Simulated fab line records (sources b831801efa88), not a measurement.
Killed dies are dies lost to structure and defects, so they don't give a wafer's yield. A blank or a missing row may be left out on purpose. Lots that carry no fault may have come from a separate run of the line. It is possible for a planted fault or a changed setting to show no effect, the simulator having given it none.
Struck lot and sound lot, side by side | flow sky130 | 15 out of 708 route steps
Sound: these wafers, L729.2, L729.3, L729.5. Struck: wafer L740.1; the same lot's L740.2 was not struck, so it is left out; see the end for the cause.
Order at every step that has rows: each side's tool, ch and its chambers, its first start. Under that, the readings that differ: sound wafers | struck wafers | difference of the means | sigmas: that difference in standard deviations of wafers without a fault.
alike: readings whose means differ by less than 2 such deviations, and words and numbers that are the same on both sides. not compared: withheld readings, readings that some wafer has no value for, bounds like >300 that may hide the same value, and numbers for which the record gives no deviation and whose values overlap.
Wherever a step has rows on one side only, a row that says differs or no value, or a row with sigmas, the two part there. Non-overlapping numbers with no deviation appear without sigmas and do not part them. A reading that every wafer of one side lacks parts them only if that side has two wafers or more.

SKY_METAL2_STRIP_20: strips in O2/N2.
  sound on plasma-asher-01 ch 1, day 37 08:36; struck on plasma-asher-03 ch 1, day 40 12:38
  alike: drypump-motor-current-A, oes-product-au, strip-time-to-endpoint-s
  not compared: rf-hours-counter-h
then, 4 steps without rows for these wafers: SKY_METAL2_STRIP_21 (strips in post etch residue remover, time 1200 s); SKY_METAL2_CLEAN_22 (cleans in IPA, time 180 s); SKY_METAL2_CLEAN_23 (cleans in O3/DIW); SKY_VIA2_HDPCVD_00 (deposits SiO2, target thk 1180 nm, time 196.7 s).
SKY_VIA2_THK_MEAS_01:
  sound: film-metro-03 at day 37 09:22; struck: film-metro-03 at day 40 13:22
  alike: VIA2_HDPCVD_THK
SKY_VIA2_CMP_02: polishes SiO2.
  sound on cmp-01 ch 0,3, day 37 09:28; struck on cmp-01 ch 0, day 40 13:28
  alike: motor-current-A, platen-rpm
SKY_VIA2_BOW_MEAS_03:
  sound: film-metro-01 at day 37 09:44; struck: film-metro-01 at day 40 13:43
  alike: VIA2_BOW
then, 4 steps without rows for these wafers: SKY_VIA2_DEHYDRATE_04 (time 60 s); SKY_VIA2_HMDS_05 (prime time 60 s); SKY_VIA2_COAT_06 (resist thk 60 nm); SKY_VIA2_COAT_07 (resist thk 450 nm).
SKY_VIA2_SOFTBAKE_08: time 90 s.
  sound on litho-track-03 ch 0, day 37 23:00; struck on litho-track-03 ch 0, day 41 01:00
  reading                  | sound             | struck | difference | sigmas
  heater-power-total-W (W) | 57.57 57.42 57.47 | 74.07  | +16.58     | +99 or more
  run-length-s (s)         | 118.7 118.7 118.7 | 70.7   | -48.0      | -99 or more
then, 1 step without rows for these wafers: SKY_VIA2_EXPOSE_09 (exposes mask VIM2, target cd 200 nm).
-- the record jumps here: 9 days lie between the struck wafers' starts before and after (it left off in module VIA2 and takes up again in module PAD_OPEN, whose first step shown is number 708 of the route) --
SKY_PAD_OPEN_PROBE_99:
  sound: prober-01 at day 47 20:11; struck: prober-02 at day 50 04:46
  alike: defect-limited-yield, killed_at_M0_to_M3, killed_at_M4_up, killed-at-contacts, killed-at-front-end, killed-at-other, killed-dies, killed-open, killed-short, sort_bin_3_pad_short, sort_bin_5_function, sort_bin_6_memory, sort-n-pass, sort-yield-pct

WHERE THEY PART
Within this record, at SKY_VIA2_SOFTBAKE_08 only. Later steps at which nothing parts them and some readings are alike: SKY_PAD_OPEN_PROBE_99.

WHY: what had been put in by the simulator
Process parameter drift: litho-track-03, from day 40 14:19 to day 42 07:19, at SKY_VIA2_SOFTBAKE_08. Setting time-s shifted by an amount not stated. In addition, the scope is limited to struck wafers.
